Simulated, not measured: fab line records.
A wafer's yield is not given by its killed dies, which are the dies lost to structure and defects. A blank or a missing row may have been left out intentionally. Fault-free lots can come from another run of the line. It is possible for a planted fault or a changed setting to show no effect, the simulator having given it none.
8D (eight disciplines) problem report, filled in by code | flow sky130 | the parts of the form that need people (team, actions taken, sign-off) are left out

== 1. PROBLEM STATEMENT ==
A mean of 61.0 is read at SKY_PAD_OPEN_PROBE_99 for killed_at_M4_up, taken on 1 wafer of 1 lot, against 3.1 (standard deviation 1.7) on wafers free of any fault. That is +34 standard deviations from the usual mean.
Earliest sighting: wafer L156.1 on prober-02 at day 48 05:07. The record holds 3 wafers of 1 lot with a number at this step. By rule, "out" or "out of limits" means more than 4 standard deviations away from the usual mean. The rest of the wafers with a number are treated as sound.

== 2. WHAT IT IS, AND WHAT IT ISN'T ==
question                    | is                                                         | is not
which readings at this step | killed_at_M4_up, sort_bin_3_pad_short, sort_bin_5_function | killed_at_M0_to_M3, killed at contacts, killed at front end, killed at other, killed open, sort_bin_6_memory
which lots                  | L156                                                       | -
which wafers of those lots  | L156.1                                                     | L156.3, L156.5
read on which tools         | prober-02                                                  | -
when                        | from day 48 05:07                                          | up to then (0 sound wafers); but 2 sound wafers of L156 came after

== 3. THE SUSPECTS, EACH WITH WHAT RULES IT OUT ==
Counting: if a tool at a process step up to the reading ran every lot that is out, it stays a suspect. Sound lots after the first of them don't rule it out here, since some wafers of a struck lot are sound.
- pvd sputter-02 at SKY_METAL5_SPUTTER_00 (material Ti, target thk 15 nm, time 10 s): kept. It ran the lot that is out, L156 (day 45 14:16).
- pvd sputter-02 at SKY_METAL5_SPUTTER_01 (material TiN, target thk 20 nm, time 16.7 s): kept. It ran the lot that is out, L156 (day 45 14:18).
- pvd sputter-02 at SKY_METAL5_SPUTTER_04 (material TiN, target thk 70 nm, time 58.3 s): kept. It ran the lot that is out, L156 (day 45 14:23).
- plasma asher-04 at SKY_PASSIVATION_STRIP_12 (strips in O2/N2): kept. It ran the lot that is out, L156 (day 47 07:33).
- prober-02 at SKY_PAD_OPEN_PROBE_99: kept. It ran the lot that is out, L156 (day 48 05:07). Its own readings are out on those wafers: killed_at_M4_up, sort_bin_3_pad_short, sort_bin_5_function.
Left after counting: pvd sputter-02 at SKY_METAL5_SPUTTER_00, pvd sputter-02 at SKY_METAL5_SPUTTER_01, pvd sputter-02 at SKY_METAL5_SPUTTER_04, plasma asher-04 at SKY_PASSIVATION_STRIP_12, prober-02 at SKY_PAD_OPEN_PROBE_99.

== 4. THE CAUSE (what the simulator had put in) ==
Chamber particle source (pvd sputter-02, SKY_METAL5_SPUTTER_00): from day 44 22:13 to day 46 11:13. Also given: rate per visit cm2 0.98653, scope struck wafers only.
Of the 5 suspects that counting leaves, this tool is one.

== 5. THE EFFECT CHAIN, in route order ==
Each row: a reading whose mean over the struck wafers that have a number lies more than 3 standard deviations from the usual. Readings are gone through only where the record gives a usual standard deviation; hours: the median, over the lots, of the time from a lot's start at the first step in this table giving one to that lot's start at this step; sigmas: the change measured in usual standard deviations.
hours | step                  | reading              | usual  | on struck wafers | change | sigmas
0     | SKY_PAD_OPEN_PROBE_99 | defect limited yield | 82.6 % | 75.6             | -7.0   | -3.5
0     | SKY_PAD_OPEN_PROBE_99 | killed_at_M4_up      | 3.1    | 61.0             | +57.9  | +34
0     | SKY_PAD_OPEN_PROBE_99 | killed dies          | 86     | 120              | +34    | +3.5
0     | SKY_PAD_OPEN_PROBE_99 | sort_bin_3_pad_short | 0.9 %  | 3.0              | +2.1   | +5.1
0     | SKY_PAD_OPEN_PROBE_99 | sort_bin_5_function  | 10.3 % | 16.5             | +6.2   | +4.1
0     | SKY_PAD_OPEN_PROBE_99 | sort n pass          | 406    | 372              | -34    | -3.5
0     | SKY_PAD_OPEN_PROBE_99 | sort yield pct       | 82.6 % | 75.6             | -7.0   | -3.5
It contains these process steps:
- SKY_PAD_OPEN_PROBE_99

== 6. HOW IT WOULD HAVE BEEN CAUGHT EARLIER ==
First out-of-limits reading in this record: day 48 05:07, which is 79 hours after fault onset at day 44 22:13.
Of the tool readings at SKY_METAL5_SPUTTER_00 for which the record gives a usual standard deviation, none was out on any struck wafer, so an alarm limit of 4 standard deviations on them would not have fired.
By day 48 05:07, every lot that is out (1) had started SKY_METAL5_SPUTTER_00 on pvd sputter-02. Had the tool been put on hold then, not one of them would have been saved.
